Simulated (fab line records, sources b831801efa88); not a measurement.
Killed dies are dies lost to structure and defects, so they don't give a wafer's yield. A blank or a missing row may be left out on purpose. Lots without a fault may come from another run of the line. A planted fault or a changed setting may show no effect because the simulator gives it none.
fab line records | flow sky130
record lots=5 wafers=15 last_day=50
route steps=708 shown VT_ADJUST_HVTP@93 VT_ADJUST_LVTN@97 VT_ADJUST_NCORE@119 VT_ADJUST_HVTR@131 PAD_OPEN@708
lots that met no fault: from a run of the same line without faults
start_h: hours from the record's first day to the start of the lot's first wafer shown | wait_h: hours since the lot's step before | " the same as in the row above | L1.1+2: a row that stands for several wafers | - no value, or no start given | * or withheld: withheld | < > ~ a bound
route shown NAME@n: a module of which the file shows steps, and the number in the route of the first | usual: mean/standard deviation of fault-free wafers | same: alike in all rows | chamber/n: place in a boat | sites: the reading at each site | _std_site: their standard deviation | _edge_site: outer sites' mean less inner sites' | radius_mm: how far each site lies from the wafer's centre | mask NAME#n: copy n | behind: the tool/chamber that last shaped the wafer | hold: why the lot was held/for how many hours/how that ended | device: the transistor (n, p or np) that didn't switch | end of line: the same wafers' tests at the end of the route | a step without rows: its recipe alone | killed: dies lost to structure and defects at the first sort, not the wafer's yield | map: a wafer's dies, x killed, . not, _ none there
set.NAME: the setting as run; set.NAME@STEP: as run at that earlier step | model.NAME: the simulator's own value behind a step, which no gauge read
lots at some steps of the route; a table a step, a row a wafer
services: from which hour (start_h, from the record's first day; less than 0 if before it) a tool's chamber was out of use, for how many hours, and why
## steps
# step SKY_VT_ADJUST_HVTP_OVL_MEAS_08
# usual VT_ADJUST_HVTP_OVL=0.5/1.4
# columns lot.wafer tool chamber start_h wait_h VT_ADJUST_HVTP_OVL[nm]
L107.1 overlay-01 - 134.88 0.1 0.4
L107.4 " - " " 0.2
L107.5 " - " " -1.2
L109.1 overlay-02 - 145.33 0.1 3.6
L109.5 " - " " 3.3
L109.6 " - " " 1.6
L111.1 overlay-01 - 159.18 0.1 -0.8
L111.5 " - " " 0.8
L111.6 " - " " -0.6
L120.2 overlay-02 - 211.58 0.1 1.5
L120.5 " - " " 2.5
L120.6 " - " " 1.4
L129.1 overlay-01 - 265.64 0.1 -0.5
L129.5 " - " " -0.3
L129.6 " - " " -1.0
# step SKY_VT_ADJUST_HVTP_IMPLANT_09
# recipe species=As energy_kev=150 dose_cm2=4.3e+12 tilt_deg=withheld
# step SKY_VT_ADJUST_HVTP_STRIP_10
# recipe chemistry=O2/N2 power_w=1400 pressure_mtorr=1500 platen_temp_c=withheld o2_flow_sccm=3000 n2_flow_sccm=300 overash_fraction=0.5
# usual drypump_motor_current_A=6.0/0.43 n2_flow_sccm=300.2/0.8 oes_product_au=0.716/0.0044 strip_time_to_endpoint_s=14.19/0.035
# columns lot.wafer tool chamber start_h wait_h drypump_motor_current_A n2_flow_sccm oes_product_au rf_hours_counter_h strip_time_to_endpoint_s
L107.1 plasma_asher-02 0 135.06 0.1 5.7 299.8 0.717 45 14.20
L107.4 " 1 " " 6.1 298.6 0.717 - 14.20
L107.5 " 1 " " 6.1 299.4 0.717 - 14.17
L109.1 plasma_asher-01 1 145.52 0.1 5.7 298.6 0.716 3 14.13
L109.5 " 0 " " 5.2 300.9 0.721 - 14.18
L109.6 " 1 " " 5.7 299.8 0.726 - 14.13
L111.1 plasma_asher-02 1 159.37 0.1 6.1 301.2 0.712 48 14.19
L111.5 " 1 " " 6.1 300.7 0.703 - 14.15
L111.6 " 0 " " 5.7 300.9 0.719 - 14.18
L120.2 plasma_asher-03 1 211.76 0.1 6.5 298.9 0.711 38 14.21
L120.5 " 0 " " 6.3 298.8 0.712 - 14.24
L120.6 " 1 " " 6.5 300.6 0.725 - 14.18
L129.1 plasma_asher-03 1 265.83 0.1 6.5 299.4 0.719 44 14.24
L129.5 " 1 " " 6.5 299.8 0.716 - 14.22
L129.6 " 0 " " 6.3 300.5 0.723 - 14.23
# step SKY_VT_ADJUST_HVTP_TW_MEAS_11
# usual VT_ADJUST_HVTP_TW=1361/6.9
# columns lot.wafer tool chamber start_h wait_h VT_ADJUST_HVTP_TW
L107.1 film_metro-02 - 135.16 0.1 1361
L107.4 " - " " 1366
L107.5 " - " " 1364
L109.1 film_metro-02 - 145.62 0.1 1354
L109.5 " - " " 1361
L109.6 " - " " 1365
L111.1 film_metro-02 - 159.47 0.1 1369
L111.5 " - " " 1370
L111.6 " - " " 1363
L120.2 film_metro-01 - 211.87 0.1 1367
L120.5 " - " " 1374
L120.6 " - " " 1362
L129.1 film_metro-02 - 265.93 0.1 1352
L129.5 " - " " 1355
L129.6 " - " " 1357
# step SKY_VT_ADJUST_LVTN_DEHYDRATE_00
# recipe temp_c=200 time_s=60
# step SKY_VT_ADJUST_LVTN_HMDS_01
# recipe prime_time_s=60 prime_temp_c=120
# step SKY_VT_ADJUST_LVTN_COAT_02
# recipe spin_rpm=2000 resist_thk_nm=3000
# step SKY_VT_ADJUST_LVTN_SOFTBAKE_03
# recipe temp_c=110 time_s=withheld
# step SKY_VT_ADJUST_LVTN_EXPOSE_04
# recipe mask_id=NWM_COMPLEMENT_LESS_NATIVE na=0.6 source_shape=conventional sigma_outer=0.6 polarization=unpolarized target_cd_nm=840 dose_mj=194
# step SKY_VT_ADJUST_LVTN_PEB_05
# recipe temp_c=115 time_s=withheld
# step SKY_VT_ADJUST_LVTN_DEVELOP_06
# recipe wall_angle_deg=90 developer=TMAH develop_time_s=60 dev_temp_c=23
# step SKY_VT_ADJUST_LVTN_OVL_MEAS_07
# usual VT_ADJUST_LVTN_OVL=-0.6/1.4
# columns lot.wafer tool chamber start_h wait_h VT_ADJUST_LVTN_OVL[nm]
L107.1 overlay-02 - 154.76 - 0.2
L107.4 " - " " -0.2
L107.5 " - " " -1.3
L109.1 overlay-02 - 165.11 - -0.2
L109.5 " - " " 0.0
L109.6 " - " " 1.7
L111.1 overlay-02 - 180.49 - 1.3
L111.5 " - " " -0.5
L111.6 " - " " 0.7
L120.2 overlay-01 - 234.65 - -2.8
L120.5 " - " " -0.5
L120.6 " - " " -0.6
L129.1 overlay-01 - 288.51 - -1.4
L129.5 " - " " -2.4
L129.6 " - " " -1.6
# step SKY_VT_ADJUST_LVTN_IMPLANT_08
# recipe species=B energy_kev=30 dose_cm2=1.57e+12 tilt_deg=withheld
# usual end_station_pressure_torr=5.03e-06/2.6e-07
# columns lot.wafer tool chamber start_h wait_h end_station_pressure_torr
L107.1 implanter-03 0 154.80 0.0 5.17e-06
L107.4 " 0 " " 4.71e-06
L107.5 " 0 " " 5.05e-06
L109.1 implanter-04 0 165.14 0.0 5.17e-06
L109.5 " 0 " " 4.88e-06
L109.6 " 0 " " 5.53e-06
L111.1 implanter-03 0 180.53 0.0 5.06e-06
L111.5 " 0 " " 4.98e-06
L111.6 " 0 " " 4.49e-06
L120.2 implanter-03 0 234.71 0.0 4.67e-06
L120.5 " 0 " " 5.08e-06
L120.6 " 0 " " 4.76e-06
L129.1 implanter-04 0 288.55 0.0 5.13e-06
L129.5 " 0 " " 5.09e-06
L129.6 " 0 " " 4.88e-06
# step SKY_VT_ADJUST_LVTN_STRIP_09
# recipe chemistry=O2/N2 power_w=1400 pressure_mtorr=1500 platen_temp_c=withheld o2_flow_sccm=3000 n2_flow_sccm=300 overash_fraction=0.5
# usual drypump_motor_current_A=5.8/0.54 n2_flow_sccm=300.1/0.86 oes_product_au=0.723/0.0042 strip_time_to_endpoint_s=36.88/0.11
# columns lot.wafer tool chamber start_h wait_h drypump_motor_current_A n2_flow_sccm oes_product_au rf_hours_counter_h strip_time_to_endpoint_s
L107.1 plasma_asher-01 1 154.95 0.1 5.7 299.7 0.728 4 36.82
L107.4 " 1 " " 5.7 300.4 0.716 - 36.82
L107.5 " 1 " " 5.7 300.2 0.718 - 36.74
L109.1 plasma_asher-01 1 165.29 0.1 5.7 301.7 0.724 5 36.89
L109.5 " 1 " " 5.7 300.4 0.733 - 36.73
L109.6 " 0 " " 5.2 301.6 0.723 - 36.85
L111.1 plasma_asher-01 1 180.68 0.1 5.7 299.4 0.719 6 36.83
L111.5 " 1 " " 5.7 299.7 0.727 - 36.84
L111.6 " 0 " " 5.2 299.7 0.716 - 36.73
L120.2 plasma_asher-01 1 234.83 0.1 5.7 300.4 0.713 11 36.81
L120.5 " 0 " " 5.2 298.5 0.726 - 36.96
L120.6 " 1 " " 5.7 298.9 0.727 - 36.96
L129.1 plasma_asher-01 0 288.70 0.1 5.2 299.0 0.725 17 37.02
L129.5 " 0 " " 5.2 300.1 0.722 - 36.87
L129.6 " 1 " " 5.7 299.6 0.724 - 36.88
# step SKY_VT_ADJUST_LVTN_TW_MEAS_10
# usual VT_ADJUST_LVTN_TW=242.2/1.8
# columns lot.wafer tool chamber start_h wait_h VT_ADJUST_LVTN_TW
L107.1 film_metro-01 - 155.05 0.1 243.0
L107.4 " - " " 242.5
L107.5 " - " " 242.9
L109.1 film_metro-04 - 165.39 0.1 243.1
L109.5 " - " " 242.5
L109.6 " - " " 243.6
L111.1 film_metro-03 - 180.78 0.1 238.3
L111.5 " - " " 237.6
L111.6 " - " " 239.5
L120.2 film_metro-01 - 234.94 0.1 243.9
L120.5 " - " " 241.1
L120.6 " - " " 242.1
L129.1 film_metro-04 - 288.80 0.1 241.9
L129.5 " - " " 242.7
L129.6 " - " " 242.4
# step SKY_VT_ADJUST_LVTN_DEHYDRATE_11
# recipe temp_c=200 time_s=60
# step SKY_VT_ADJUST_LVTN_HMDS_12
# recipe prime_time_s=60 prime_temp_c=120
# step SKY_VT_ADJUST_LVTN_COAT_13
# recipe resist=NOVOLAK spin_rpm=3000 resist_thk_nm=1140
# step SKY_VT_ADJUST_LVTN_SOFTBAKE_14
# recipe temp_c=90 time_s=60 resist=NOVOLAK
# step SKY_VT_ADJUST_LVTN_EXPOSE_15
# recipe mask_id=HVN_STD_DERIVED na=0.6 source_shape=conventional sigma_outer=0.6 polarization=unpolarized target_cd_nm=600 dose_mj=163
# step SKY_VT_ADJUST_LVTN_PEB_16
# recipe temp_c=withheld time_s=* resist=NOVOLAK
# step SKY_VT_ADJUST_LVTN_DEVELOP_17
# recipe resist=NOVOLAK developer=TMAH develop_time_s=60 dev_temp_c=23
# step SKY_VT_ADJUST_LVTN_OVL_MEAS_18
# usual VT_ADJUST_LVTN_01_OVL=-0.3/1.9
# columns lot.wafer tool chamber start_h wait_h VT_ADJUST_LVTN_01_OVL[nm]
L107.1 overlay-01 - 175.11 0.1 1.1
L107.4 " - " " -2.0
L107.5 " - " " -1.5
L109.1 overlay-02 - 186.41 0.1 2.8
L109.5 " - " " 4.0
L109.6 " - " " 3.9
L111.1 overlay-02 - 201.26 0.1 0.8
L111.5 " - " " 0.6
L111.6 " - " " -1.9
L120.2 overlay-02 - 256.37 0.1 0.4
L120.5 " - " " -0.2
L120.6 " - " " 0.6
L129.1 overlay-01 - 314.79 0.1 -3.6
L129.5 " - " " -2.6
L129.6 " - " " -2.3
# step SKY_VT_ADJUST_LVTN_IMPLANT_19
# recipe species=B energy_kev=30 dose_cm2=6.5e+11 tilt_deg=withheld
# step SKY_VT_ADJUST_LVTN_STRIP_20
# recipe chemistry=O2/N2 power_w=1400 pressure_mtorr=1500 platen_temp_c=withheld o2_flow_sccm=3000 n2_flow_sccm=300 overash_fraction=0.5
# usual drypump_motor_current_A=5.9/0.55 n2_flow_sccm=300.1/0.98 oes_product_au=0.716/0.0041 strip_time_to_endpoint_s=14.19/0.037
# columns lot.wafer tool chamber start_h wait_h drypump_motor_current_A n2_flow_sccm oes_product_au rf_hours_counter_h strip_time_to_endpoint_s
L107.1 plasma_asher-03 0 175.29 0.1 6.3 300.0 0.711 34 14.14
L107.4 " 1 " " 6.5 300.1 0.717 - 14.14
L107.5 " 0 " " 6.3 300.5 0.716 - 14.11
L109.1 plasma_asher-03 0 186.60 0.1 6.3 300.7 0.712 36 14.21
L109.5 " 1 " " 6.5 300.2 0.713 - 14.22
L109.6 " 0 " " 6.3 299.2 0.724 - 14.20
L111.1 plasma_asher-04 1 201.45 0.1 5.2 300.1 0.715 50 14.19
L111.5 " 0 " " 6.3 299.2 0.716 - 14.20
L111.6 " 1 " " 5.2 299.6 0.725 - 14.19
L120.2 plasma_asher-03 0 256.55 0.1 6.3 301.3 0.723 43 14.26
L120.5 " 1 " " 6.5 301.1 0.710 - 14.22
L120.6 " 0 " " 6.3 301.1 0.717 - 14.18
L129.1 plasma_asher-04 0 314.98 0.1 6.3 297.8 0.718 61 14.21
L129.5 " 1 " " 5.2 299.9 0.711 - 14.17
L129.6 " 0 " " 6.3 297.9 0.718 - 14.20
# step SKY_VT_ADJUST_LVTN_TW_MEAS_21
# usual VT_ADJUST_LVTN_2_TW=188.0/1.5
# columns lot.wafer tool chamber start_h wait_h VT_ADJUST_LVTN_2_TW
L107.1 film_metro-01 - 175.39 0.1 188.6
L107.4 " - " " 187.8
L107.5 " - " " 188.7
L109.1 film_metro-04 - 186.70 0.1 188.0
L109.5 " - " " 188.5
L109.6 " - " " 187.6
L111.1 film_metro-04 - 201.55 0.1 190.4
L111.5 " - " " 190.2
L111.6 " - " " 189.6
L120.2 film_metro-03 - 256.66 0.1 185.7
L120.5 " - " " 185.6
L120.6 " - " " 185.7
L129.1 film_metro-04 - 315.08 0.1 190.3
L129.5 " - " " 190.9
L129.6 " - " " 191.1
# step SKY_VT_ADJUST_NCORE_DEHYDRATE_00
# recipe temp_c=200 time_s=60
# step SKY_VT_ADJUST_NCORE_HMDS_01
# recipe prime_time_s=60 prime_temp_c=120
# step SKY_VT_ADJUST_NCORE_COAT_02
# recipe resist=NOVOLAK spin_rpm=3000 resist_thk_nm=1140
# step SKY_VT_ADJUST_NCORE_SOFTBAKE_03
# recipe temp_c=90 time_s=60 resist=NOVOLAK
# step SKY_VT_ADJUST_NCORE_EXPOSE_04
# recipe mask_id=LVTN_COMPLEMENT_THIN na=0.6 source_shape=conventional sigma_outer=0.6 polarization=unpolarized target_cd_nm=380 dose_mj=139
# step SKY_VT_ADJUST_NCORE_PEB_05
# recipe temp_c=withheld time_s=* resist=NOVOLAK
# step SKY_VT_ADJUST_NCORE_DEVELOP_06
# recipe resist=NOVOLAK developer=TMAH develop_time_s=60 dev_temp_c=23
# step SKY_VT_ADJUST_NCORE_CD_MEAS_07
# recipe target_cd_nm=380
# usual cd_nm=379.6/2.7
# columns lot.wafer tool chamber start_h wait_h cd_nm
L107.1 cd_sem-01 - 195.88 0.1 378.6
L107.4 " - " " 377.7
L107.5 " - " " 379.1
L109.1 cd_sem-01 - 207.24 0.1 377.3
L109.5 " - " " 379.3
L109.6 " - " " 379.9
L111.1 cd_sem-02 - 224.08 0.1 380.0
L111.5 " - " " 378.1
L111.6 " - " " 379.8
L120.2 cd_sem-01 - 279.62 0.2 382.2
L120.5 " - " " 381.5
L120.6 " - " " 381.9
L129.1 cd_sem-01 - 340.56 0.1 374.9
L129.5 " - " " 376.8
L129.6 " - " " 376.5
# step SKY_VT_ADJUST_NCORE_OVL_MEAS_08
# usual VT_ADJUST_NCORE_OVL=-1.4/1.5
# columns lot.wafer tool chamber start_h wait_h VT_ADJUST_NCORE_OVL[nm]
L107.1 overlay-01 - 196.00 0.1 -1.9
L107.4 " - " " -0.7
L107.5 " - " " -2.3
L109.1 overlay-02 - 207.36 0.1 -1.9
L109.5 " - " " -0.7
L109.6 " - " " -1.2
L111.1 overlay-01 - 224.20 0.1 -2.0
L111.5 " - " " -2.3
L111.6 " - " " -3.5
L120.2 overlay-01 - 279.72 0.1 -2.1
L120.5 " - " " -1.1
L120.6 " - " " -1.6
L129.1 overlay-01 - 340.68 0.1 -1.1
L129.5 " - " " -1.4
L129.6 " - " " -1.1
# step SKY_VT_ADJUST_NCORE_IMPLANT_09
# recipe species=B energy_kev=10 dose_cm2=2.4e+12 tilt_deg=withheld
# step SKY_VT_ADJUST_NCORE_STRIP_10
# recipe chemistry=O2/N2 power_w=1400 pressure_mtorr=1500 platen_temp_c=withheld o2_flow_sccm=3000 n2_flow_sccm=300 overash_fraction=0.5
# usual drypump_motor_current_A=5.7/0.4 n2_flow_sccm=300.0/0.91 oes_product_au=0.716/0.0045 strip_time_to_endpoint_s=14.19/0.043
# columns lot.wafer tool chamber start_h wait_h drypump_motor_current_A n2_flow_sccm oes_product_au rf_hours_counter_h strip_time_to_endpoint_s
L107.1 plasma_asher-01 0 196.18 0.1 5.2 300.8 0.716 8 14.18
L107.4 " 0 " " 5.2 300.4 0.711 - 14.22
L107.5 " 1 " " 5.6 300.2 0.714 - 14.22
L109.1 plasma_asher-01 1 207.55 0.1 5.7 300.2 0.721 9 14.26
L109.5 " 0 " " 5.2 300.3 0.724 - 14.24
L109.6 " 1 " " 5.7 301.0 0.716 - 14.27
L111.1 plasma_asher-02 1 224.38 0.1 6.1 299.4 0.712 54 14.14
L111.5 " 0 " " 5.7 299.5 0.720 - 14.16
L111.6 " 1 " " 6.1 300.3 0.712 - 14.14
L120.2 plasma_asher-01 0 279.90 0.1 5.2 300.2 0.710 16 14.21
L120.5 " 0 " " 5.2 298.9 0.716 - 14.21
L120.6 " 1 " " 5.7 301.4 0.720 - 14.22
L129.1 plasma_asher-02 1 340.87 0.1 6.1 300.6 0.716 65 14.17
L129.5 " 1 " " 6.1 299.3 0.718 - 14.11
L129.6 " 0 " " 5.7 300.8 0.709 - 14.13
# step SKY_VT_ADJUST_NCORE_TW_MEAS_11
# usual VT_ADJUST_NCORE_TW=218.9/1.6
# columns lot.wafer tool chamber start_h wait_h VT_ADJUST_NCORE_TW
L107.1 film_metro-03 - 196.28 0.1 217.3
L107.4 " - " " 215.7
L107.5 " - " " 216.6
L109.1 film_metro-02 - 207.65 0.1 220.3
L109.5 " - " " 220.7
L109.6 " - " " 219.9
L111.1 film_metro-03 - 224.48 0.1 218.6
L111.5 " - " " 218.3
L111.6 " - " " 218.7
L120.2 film_metro-04 - 280.05 0.1 219.2
L120.5 " - " " 220.3
L120.6 " - " " 220.5
L129.1 film_metro-03 - 340.97 0.1 217.9
L129.5 " - " " 219.5
L129.6 " - " " 217.7
# step SKY_VT_ADJUST_HVTR_DEHYDRATE_00
# recipe temp_c=200 time_s=60
# step SKY_VT_ADJUST_HVTR_HMDS_01
# recipe prime_time_s=60 prime_temp_c=120
# step SKY_VT_ADJUST_HVTR_COAT_02
# recipe resist=NOVOLAK spin_rpm=3000 resist_thk_nm=1140
# step SKY_VT_ADJUST_HVTR_SOFTBAKE_03
# recipe temp_c=90 time_s=60 resist=NOVOLAK
# step SKY_PAD_OPEN_PROBE_99
# usual killed_at_M0_to_M3=43/6.7 killed_at_M4_up=3.2/2.1 killed_at_contacts=25/5.9 killed_at_front_end=16/4.7 killed_at_other=0.3/0.54 killed_dies=87/9.8 killed_open=47/6.7 killed_short=40/6.5
# same gross_dies=492 killed_at_back_side=0
# columns lot.wafer tool chamber start_h wait_h killed_at_M0_to_M3 killed_at_M4_up killed_at_contacts killed_at_front_end killed_at_other killed_dies killed_open killed_short model.etest.nfet_01v8.drive_ua_um_range
L107.1 prober-01 - 1096.91 0.1 54 0 36 15 0 105 58 46 7.599
L107.4 prober-01 - 1097.06 0.2 46 4 28 23 0 101 47 54 12.26
L107.5 prober-01 - 1097.11 0.2 53 2 30 25 0 110 49 59 6.707
L109.1 prober-02 - 1101.51 0.1 36 0 23 12 0 71 44 27 12.21
L109.5 prober-02 - 1101.71 0.2 33 7 32 13 0 85 44 41 7.945
L109.6 prober-02 - 1101.76 0.2 44 5 15 23 0 87 46 41 8.855
L111.1 prober-01 - 1114.51 0.1 42 4 20 16 0 82 47 35 5.027
L111.5 prober-01 - 1114.71 0.2 36 3 26 20 0 85 45 40 5.642
L111.6 prober-01 - 1114.76 0.2 41 4 33 16 2 96 48 48 15.75
L120.2 prober-02 - 1161.45 0.1 55 6 22 16 0 99 55 44 11.54
L120.5 prober-02 - 1161.60 0.2 52 5 23 14 0 94 50 44 11.46
L120.6 prober-02 - 1161.65 0.2 57 3 23 7 0 90 51 39 8.891
L129.1 prober-01 - 1201.83 0.1 50 3 24 16 0 93 55 37 7.77
L129.5 prober-01 - 1202.03 0.2 42 1 29 18 0 90 52 38 8.043
L129.6 prober-01 - 1202.08 0.2 42 1 17 12 0 72 44 28 6.609
# killed by level:class
L107.1 LI_CONTACT:geometric_particle:open=9 CONTACT:geometric_particle:open=9 VIA1:geometric_particle:open=9 VIA2:geometric_particle:open=9 VIA3:geometric_particle:open=9 CONTACT:geometric_particle:short=8 LI_CONTACT:geometric_particle:short=6 METAL1:geometric_particle:short=6
L107.4 VIA3:geometric_particle:open=9 METAL2:geometric_particle:short=9 LI_CONTACT:geometric_particle:open=8 LI_CONTACT:geometric_particle:short=7 VIA1:geometric_particle:open=7 CONTACT:geometric_particle:open=6 VIA1:geometric_particle:short=6 METAL3:geometric_particle:short=6
L107.5 METAL1:geometric_particle:short=12 VIA2:geometric_particle:open=9 LI_CONTACT:geometric_particle:open=9 METAL2:geometric_particle:short=9 CONTACT:geometric_particle:open=8 LI_CONTACT:geometric_particle:short=8 POLY_GATE:geometric_particle:open=7 POLY_GATE:geometric_particle:short=7
L109.1 CONTACT:geometric_particle:open=13 VIA1:geometric_particle:open=10 METAL2:geometric_particle:short=5 VIA3:geometric_particle:open=5 VIA2:geometric_particle:short=4 VIA2:geometric_particle:open=4 LI_CONTACT:geometric_particle:short=3 LI_CONTACT:geometric_particle:open=3
L109.5 LI_CONTACT:geometric_particle:open=10 VIA1:geometric_particle:open=9 CONTACT:geometric_particle:open=7 CONTACT:geometric_particle:short=6 POLY_GATE:geometric_particle:short=5 METAL4:geometric_particle:short=5 LOCAL_INTERCONNECT:geometric_particle:short=5 VIA2:geometric_particle:open=5
L109.6 VIA1:geometric_particle:open=10 VIA2:geometric_particle:open=7 VIA3:geometric_particle:open=7 CONTACT:geometric_particle:open=6 FIELD_ISO:geometric_particle:open=5 POLY_GATE:geometric_particle:short=5 LOCAL_INTERCONNECT:geometric_particle:short=5 VIA1:geometric_particle:short=5
L111.1 VIA1:geometric_particle:open=12 CONTACT:geometric_particle:open=8 LI_CONTACT:geometric_particle:open=6 METAL2:geometric_particle:short=6 POLY_GATE:geometric_particle:open=5 VIA2:geometric_particle:open=5 POLY_GATE:geometric_particle:short=4 VIA3:geometric_particle:open=4
L111.5 VIA1:geometric_particle:open=10 LI_CONTACT:geometric_particle:open=7 CONTACT:geometric_particle:short=7 POLY_GATE:geometric_particle:open=6 VIA1:geometric_particle:short=5 LOCAL_INTERCONNECT:geometric_particle:short=4 CONTACT:geometric_particle:open=4 VIA2:geometric_particle:open=4
L111.6 VIA1:geometric_particle:open=14 CONTACT:geometric_particle:open=12 LI_CONTACT:geometric_particle:open=8 LI_CONTACT:geometric_particle:short=6 VIA1:geometric_particle:short=6 FIELD_ISO:geometric_particle:short=5 POLY_GATE:geometric_particle:short=5 METAL1:geometric_particle:short=5
L120.2 CONTACT:geometric_particle:open=13 VIA3:geometric_particle:open=10 VIA1:geometric_particle:open=9 VIA2:geometric_particle:open=9 METAL1:geometric_particle:short=8 METAL2:geometric_particle:short=5 FIELD_ISO:geometric_particle:short=4 POLY_CUT:geometric_particle:open=4
L120.5 VIA1:geometric_particle:open=16 CONTACT:geometric_particle:open=12 METAL1:geometric_particle:short=8 METAL2:geometric_particle:short=6 VIA3:geometric_particle:open=6 POLY_GATE:geometric_particle:short=5 VIA2:geometric_particle:open=5 LI_CONTACT:geometric_particle:open=4
L120.6 VIA1:geometric_particle:open=17 CONTACT:geometric_particle:open=9 METAL1:geometric_particle:short=8 LOCAL_INTERCONNECT:geometric_particle:short=7 VIA2:geometric_particle:open=7 LI_CONTACT:geometric_particle:open=6 VIA1:geometric_particle:short=5 METAL2:geometric_particle:short=5
L129.1 VIA1:geometric_particle:open=17 CONTACT:geometric_particle:open=9 FIELD_ISO:geometric_particle:short=7 VIA2:geometric_particle:open=7 LI_CONTACT:geometric_particle:open=6 VIA3:geometric_particle:open=6 VIA1:geometric_particle:short=5 METAL2:geometric_particle:short=5
L129.5 CONTACT:geometric_particle:open=10 POLY_GATE:geometric_particle:open=9 VIA1:geometric_particle:open=9 LI_CONTACT:geometric_particle:open=7 METAL1:geometric_particle:short=7 LOCAL_INTERCONNECT:geometric_particle:short=6 METAL2:geometric_particle:short=6 VIA2:geometric_particle:open=5
L129.6 VIA1:geometric_particle:open=11 LI_CONTACT:geometric_particle:open=8 VIA3:geometric_particle:open=8 CONTACT:geometric_particle:open=5 VIA1:geometric_particle:short=5 POLY_GATE:geometric_particle:short=4 VIA2:geometric_particle:open=3 METAL2:geometric_particle:open=3
## services
# columns tool chamber start_h hours kind
plasma_asher-01 0 117.75 - clean
plasma_asher-01 1 117.75 - clean
plasma_asher-04 - 120.87 2.1 repair
implanter-04 - 151.28 4.8 repair
implanter-04 - 219.23 4.1 repair
implanter-04 - 223.14 1.9 repair
plasma_asher-04 - 240.41 1.6 repair
implanter-03 - 253.16 0.8 repair
plasma_asher-02 - 257.47 1.8 repair
implanter-03 - 291.08 93.0 pm
implanter-04 - 320.11 2.6 pm
## key
first_sign none at tools or gauges
model_effect step=SKY_PAD_OPEN_PROBE_99 value=etest.nfet_01v8.drive_ua_um_range without=6.398 struck=11.46
met_at SKY_VT_ADJUST_LVTN_IMPLANT_08
struck_wafers L120.5
tester_left_out L120
onset_between 180.53 234.71
fault kind=process_parameter_drift tool=implanter-03 chamber=- onset_h=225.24 steps=SKY_VT_ADJUST_LVTN_IMPLANT_08 channel=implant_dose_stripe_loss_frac offset=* shape=step end_h=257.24 scope=struck_wafers_only
# tester_left_out: of these lots the tester's yield and bins aren't shown, on N5 and GAA mostly nor the transistor test; their killed dies are dies lost to structure and defects alone, not to doping, threshold or leakage, so they don't give the yield
